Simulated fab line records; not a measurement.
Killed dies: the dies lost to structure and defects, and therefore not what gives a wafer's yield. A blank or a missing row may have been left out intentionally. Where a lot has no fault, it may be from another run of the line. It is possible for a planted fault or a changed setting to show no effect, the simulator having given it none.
What tool caused it? / flow sky130 / 12 lots with 36 wafers sampled at 2 steps, on a route of 708 steps

== WHAT EACH GAUGE READ, for each wafer ==
SKY_METAL1_THK_MEAS_06: measures by xrf. Usual: METAL1_ALCU_THK 249.5 nm, standard deviation 3.
lot=L828; measured=day 31 06:11; on=filmMetro-01; METAL1_ALCU_THK (nm)=251.8 253.2 257.9; flag=
lot=L831; measured=day 34 07:43; on=filmMetro-04; METAL1_ALCU_THK (nm)=249.4 249.6 248.8; flag=
lot=L833; measured=day 34 17:35; on=filmMetro-01; METAL1_ALCU_THK (nm)=247.1 246.8 248.0; flag=
lot=L835; measured=day 35 00:07; on=filmMetro-04; METAL1_ALCU_THK (nm)=248.3 246.8 246.2; flag=
lot=L834; measured=day 35 02:34; on=filmMetro-01; METAL1_ALCU_THK (nm)=245.2 247.3 245.3; flag=
lot=L840; measured=day 36 07:14; on=filmMetro-03; METAL1_ALCU_THK (nm)=247.1 246.9 247.6; flag=
lot=L842; measured=day 37 09:46; on=filmMetro-01; METAL1_ALCU_THK (nm)=247.0 248.8 244.8; flag=
lot=L844; measured=day 37 21:56; on=filmMetro-01; METAL1_ALCU_THK (nm)=253.2 257.5 254.0; flag=
lot=L847; measured=day 38 06:32; on=filmMetro-01; METAL1_ALCU_THK (nm)=246.2 246.6 245.7; flag=
lot=L849; measured=day 38 15:14; on=filmMetro-04; METAL1_ALCU_THK (nm)=253.0 249.8 255.4; flag=
lot=L848; measured=day 38 20:06; on=filmMetro-01; METAL1_ALCU_THK (nm)=254.6 250.4 251.1; flag=
lot=L850; measured=day 38 23:44; on=filmMetro-01; METAL1_ALCU_THK (nm)=250.7 249.3 248.4; flag=

SKY_METAL1_OVL_MEAS_16. Usual: METAL1_OVL -6 nm, standard deviation 4.5.
lot=L828; measured=day 32 09:52; on=overlay-02; METAL1_OVL (nm)=-14 -9 -7; flag=
lot=L831; measured=day 35 10:10; on=overlay-01; METAL1_OVL (nm)=-2 -7 1; flag=
lot=L833; measured=day 35 19:49; on=overlay-01; METAL1_OVL (nm)=6 2 -5; flag=
lot=L835; measured=day 36 02:37; on=overlay-01; METAL1_OVL (nm)=-4 -8 -16; flag=
lot=L834; measured=day 36 04:47; on=overlay-01; METAL1_OVL (nm)=-3 -7 1; flag=
lot=L840; measured=day 37 09:19; on=overlay-01; METAL1_OVL (nm)=-11 -9 -13; flag=
lot=L842; measured=day 38 11:55; on=overlay-02; METAL1_OVL (nm)=-6 -4 -7; flag=
lot=L844; measured=day 38 23:04; on=overlay-02; METAL1_OVL (nm)=-12 -12 -10; flag=
lot=L847; measured=day 39 08:00; on=overlay-01; METAL1_OVL (nm)=-6 -5 -4; flag=
lot=L849; measured=day 39 16:16; on=overlay-01; METAL1_OVL (nm)=-6 -8 -5; flag=
lot=L848; measured=day 39 20:28; on=overlay-01; METAL1_OVL (nm)=5 -5 -1; flag=
lot=L850; measured=day 40 00:09; on=overlay-02; METAL1_OVL (nm)=-4 1 -5; flag=

== TOOL THAT RAN EACH LOT (tool first, then ch and the chambers of the sampled wafers, then the start) ==
The record holds no process step before these readings.

== AS READ BY THE TOOLS THEMSELVES (means over the sampled wafers that have a number; for cases with no such wafer, the mark the record gives instead) ==
The record holds no such reading with a usual standard deviation.

== THE ANSWER, worked out from the rows above alone ==
Rule: take the mean of a lot's wafers that have a number; if it is more than 3 standard deviations from the usual mean, the lot is off. Also off: a lot with no number at a reading for which 4 or more lots have one. Any other lot the step has rows for is counted as sound. After the gauges, taken in route order, come the tools' own readings; for these a lot's mean is taken, as printed above. At the first step where some lot is off, the reading lying furthest off is the one used; lots without a number count as furthest.
No lot is off on any of the readings shown, so nothing can be concluded from this.

== WHAT HAD BEEN PUT IN BY THE SIMULATOR ==
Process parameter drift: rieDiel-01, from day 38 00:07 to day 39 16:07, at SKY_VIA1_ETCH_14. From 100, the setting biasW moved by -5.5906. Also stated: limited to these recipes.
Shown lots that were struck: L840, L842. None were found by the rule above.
